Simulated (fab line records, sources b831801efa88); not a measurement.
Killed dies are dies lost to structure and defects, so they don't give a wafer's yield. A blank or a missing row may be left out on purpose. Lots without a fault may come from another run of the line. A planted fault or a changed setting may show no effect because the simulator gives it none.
fab line records | flow sky130
record lots=14 wafers=42 last_day=50
route steps=708 shown NWELL@65
lots that met no fault: from a run of the same line without faults
start_h: hours from the record's first day to the start of the lot's first wafer shown | wait_h: hours since the lot's step before | " the same as in the row above | L1.1+2: a row that stands for several wafers | - no value, or no start given | * or withheld: withheld | < > ~ a bound
route shown NAME@n: a module of which the file shows steps, and the number in the route of the first | usual: mean/standard deviation of fault-free wafers | same: alike in all rows | chamber/n: place in a boat | sites: the reading at each site | _std_site: their standard deviation | _edge_site: outer sites' mean less inner sites' | radius_mm: how far each site lies from the wafer's centre | mask NAME#n: copy n | behind: the tool/chamber that last shaped the wafer | hold: why the lot was held/for how many hours/how that ended | device: the transistor (n, p or np) that didn't switch | end of line: the same wafers' tests at the end of the route | a step without rows: its recipe alone | killed: dies lost to structure and defects at the first sort, not the wafer's yield | map: a wafer's dies, x killed, . not, _ none there
set.NAME: the setting as run; set.NAME@STEP: as run at that earlier step | model.NAME: the simulator's own value behind a step, which no gauge read
steps of the route over a sample of lots; a table a step, a row a wafer
services: from which hour (start_h, from the record's first day; less than 0 if before it) a tool's chamber was out of use, for how many hours, and why
## steps
# step SKY_NWELL_IMPLANT_12
# recipe species=P energy_kev=120 dose_cm2=1.3e+12 tilt_deg=withheld
# usual dose_ions_cm2=1.3e+12/1.4e+09 faraday_current_uA=7.33/0.16
# columns lot.wafer tool chamber start_h wait_h dose_ions_cm2 faraday_current_uA
L938.3 implanter-02 0 85.80 0.1 1.3004e+12 7.49
L938.4 " 0 " " 1.2997e+12 7.40
L938.5 " 0 " " 1.2997e+12 7.32
L941.1 implanter-02 0 98.65 0.1 1.2996e+12 7.37
L941.2 " 0 " " 1.2965e+12 7.13
L941.6 " 0 " " 1.2991e+12 7.23
L943.3 implanter-02 0 132.49 0.1 1.2993e+12 7.50
L943.5 " 0 " " 1.3033e+12 7.29
L943.6 " 0 " " 1.3005e+12 7.29
L945.2 implanter-04 0 136.92 0.1 1.3043e+12 7.47
L945.4 " 0 " " 1.3e+12 7.35
L945.5 " 0 " " 1.3021e+12 7.34
L944.1 implanter-02 0 137.25 0.1 1.2999e+12 7.19
L944.4 " 0 " " 1.299e+12 7.23
L944.6 " 0 " " 1.2998e+12 7.42
L946.1 implanter-04 0 141.55 0.1 1.2999e+12 7.28
L946.2 " 0 " " 1.2998e+12 7.14
L946.5 " 0 " " 1.299e+12 7.40
L949.2 implanter-04 0 152.82 0.1 1.3015e+12 7.25
L949.4 " 0 " " 1.2979e+12 7.27
L949.5 " 0 " " 1.3021e+12 7.33
L951.2 implanter-01 0 166.47 0.1 1.2978e+12 7.23
L951.4 " 0 " " 1.2965e+12 7.13
L951.5 " 0 " " 1.2992e+12 7.13
L956.2 implanter-02 0 188.47 0.1 1.2995e+12 7.60
L956.3 " 0 " " 1.2985e+12 7.51
L956.4 " 0 " " 1.3006e+12 7.20
L957.1 implanter-02 0 201.15 0.1 1.4981e+12 8.34
L957.3 " 0 " " 1.496e+12 8.38
L957.4 " 0 " " 1.4958e+12 8.82
L958.2 implanter-02 0 208.17 0.1 1.4945e+12 8.39
L958.4 " 0 " " 1.4959e+12 8.46
L958.5 " 0 " " 1.4949e+12 8.20
L960.2 implanter-01 0 213.99 0.1 1.3e+12 7.72
L960.4 " 0 " " 1.3004e+12 7.25
L960.6 " 0 " " 1.2985e+12 7.48
L959.2 implanter-04 0 214.33 0.1 1.3016e+12 7.28
L959.4 " 0 " " 1.302e+12 7.33
L959.6 " 0 " " 1.3011e+12 7.09
L961.1 implanter-01 0 220.54 0.1 1.3007e+12 7.42
L961.3 " 0 " " 1.2995e+12 7.32
L961.4 " 0 " " 1.3002e+12 7.59
# step SKY_NWELL_RS_MEAS_29
# recipe thk_meas_gauge=four-point-probe
# usual NWELL_RS=624.8/1.5
# columns lot.wafer tool chamber start_h wait_h NWELL_RS[ohm/sq]
L938.3 film_metro-04 - 103.10 0.1 623.9
L938.4 " - " " 627.3
L938.5 " - " " 625.6
L941.1 film_metro-01 - 117.15 0.1 623.3
L941.2 " - " " 624.7
L941.6 " - " " 626.9
L943.3 film_metro-02 - 152.45 0.1 624.7
L943.5 " - " " 624.0
L943.6 " - " " 627.0
L945.2 film_metro-04 - 157.38 0.2 628.0
L945.4 " - " " 626.1
L945.5 " - " " 626.2
L944.1 film_metro-01 - 157.71 0.1 624.6
L944.4 " - " " 625.2
L944.6 " - " " 624.2
L946.1 film_metro-04 - 162.25 0.1 623.0
L946.2 " - " " 623.6
L946.5 " - " " 623.7
L949.2 film_metro-01 - 174.07 0.1 624.8
L949.4 " - " " 624.3
L949.5 " - " " 625.4
L951.2 film_metro-02 - 187.68 0.1 624.3
L951.4 " - " " 625.9
L951.5 " - " " 623.0
L956.2 film_metro-02 - 210.18 0.1 624.3
L956.3 " - " " 624.2
L956.4 " - " " 624.7
L957.1 film_metro-01 - 224.16 0.1 618.0
L957.3 " - " " 615.7
L957.4 " - " " 616.9
L958.2 film_metro-01 - 231.58 0.1 619.6
L958.4 " - " " 620.1
L958.5 " - " " 618.3
L960.2 film_metro-04 - 237.14 0.1 625.2
L960.4 " - " " 624.4
L960.6 " - " " 627.2
L959.2 film_metro-01 - 237.47 0.1 625.4
L959.4 " - " " 625.7
L959.6 " - " " 624.6
L961.1 film_metro-02 - 244.22 0.1 624.9
L961.3 " - " " 621.9
L961.4 " - " " 624.0
## services
# columns tool chamber start_h hours kind
implanter-02 - 128.96 1.2 repair
implanter-02 - 129.44 2.6 repair
implanter-01 - 163.69 2.1 repair
implanter-01 - 202.66 0.8 repair
implanter-02 - 208.53 16.3 pm
## key
first_sign step=SKY_NWELL_IMPLANT_12 reading=dose_ions_cm2 direction=up sigmas=99+ usual=* struck=*
effect step=SKY_NWELL_IMPLANT_12 reading=faraday_current_uA direction=up sigmas=7.1 usual=7.33 struck=8.43
effect step=SKY_NWELL_RS_MEAS_29 reading=NWELL_RS direction=down sigmas=4.5 usual=624.8 struck=618.1
met_at SKY_NWELL_IMPLANT_12
struck_lots L957,L958
tester_left_out L957,L958
onset_between 188.47 201.15
fault kind=process_parameter_drift tool=implanter-02 chamber=- onset_h=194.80 steps=SKY_NWELL_IMPLANT_12 channel=dose_cm2 offset=* shape=step end_h=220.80 acts_in=* stated=*
# tester_left_out: of these lots the tester's yield and bins aren't shown, on N5 and GAA mostly nor the transistor test; their killed dies are dies lost to structure and defects alone, not to doping, threshold or leakage, so they don't give the yield
